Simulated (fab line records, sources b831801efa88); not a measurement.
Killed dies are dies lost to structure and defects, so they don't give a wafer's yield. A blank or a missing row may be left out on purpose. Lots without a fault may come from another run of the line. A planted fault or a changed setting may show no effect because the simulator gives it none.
Which tool did it? | flow gf180mcu | 6 lots, 18 wafers sampled, at 2 steps of a route of 602

WHAT THE GAUGES READ, wafer by wafer
GF_HV_LDD_TW_MEAS_38.
lot  | measured     | on            | HV_LDD_3_TW
L327 | day 12 03:19 | film_metro-04 | 1445 1442 1434
L329 | day 12 17:40 | film_metro-02 | 1435 1432 1442
L331 | day 13 08:44 | film_metro-04 | 1448 1453 1451
L339 | day 16 02:31 | film_metro-02 | 1424 1427 1428
L343 | day 17 16:10 | film_metro-04 | 1441 1436 1447
L347 | day 18 22:01 | film_metro-04 | 1446 1441 1446

WHICH TOOL RAN EACH LOT (tool, then ch and the chambers of the sampled wafers, then the start)
lot  | GF_HV_LDD_STRIP_10
L327 | plasma_asher-01 ch 0,1, day 10 13:25
L329 | plasma_asher-03 ch 0,1, day 11 02:28
L331 | plasma_asher-01 ch 0,1, day 11 16:33
L339 | plasma_asher-02 ch 0, day 14 07:34
L343 | plasma_asher-01 ch 0, day 15 18:43
L347 | plasma_asher-03 ch 0,1, day 16 22:25
- GF_HV_LDD_STRIP_10: strips in O2/N2.

THE ANSWER, worked out from the rows above alone
Rule: what is usual is taken from the lots themselves. Put in order of their means at a reading, lots are off if they are a third of the lots or fewer, leave a main group of 4 or more, and stand apart from it by a gap of 3 or more times the standard deviation of the main group's means; of several such gaps the widest counts. A main group whose means are all the same, to the digits that the tables above print for the reading, isn't used. A lot without any number at a reading at which 4 lots or more have one is off too. The other lots that the step has rows for count as sound.
No lot is off at any reading shown: from this, nothing can be told.

WHAT THE SIMULATOR HAD PUT IN
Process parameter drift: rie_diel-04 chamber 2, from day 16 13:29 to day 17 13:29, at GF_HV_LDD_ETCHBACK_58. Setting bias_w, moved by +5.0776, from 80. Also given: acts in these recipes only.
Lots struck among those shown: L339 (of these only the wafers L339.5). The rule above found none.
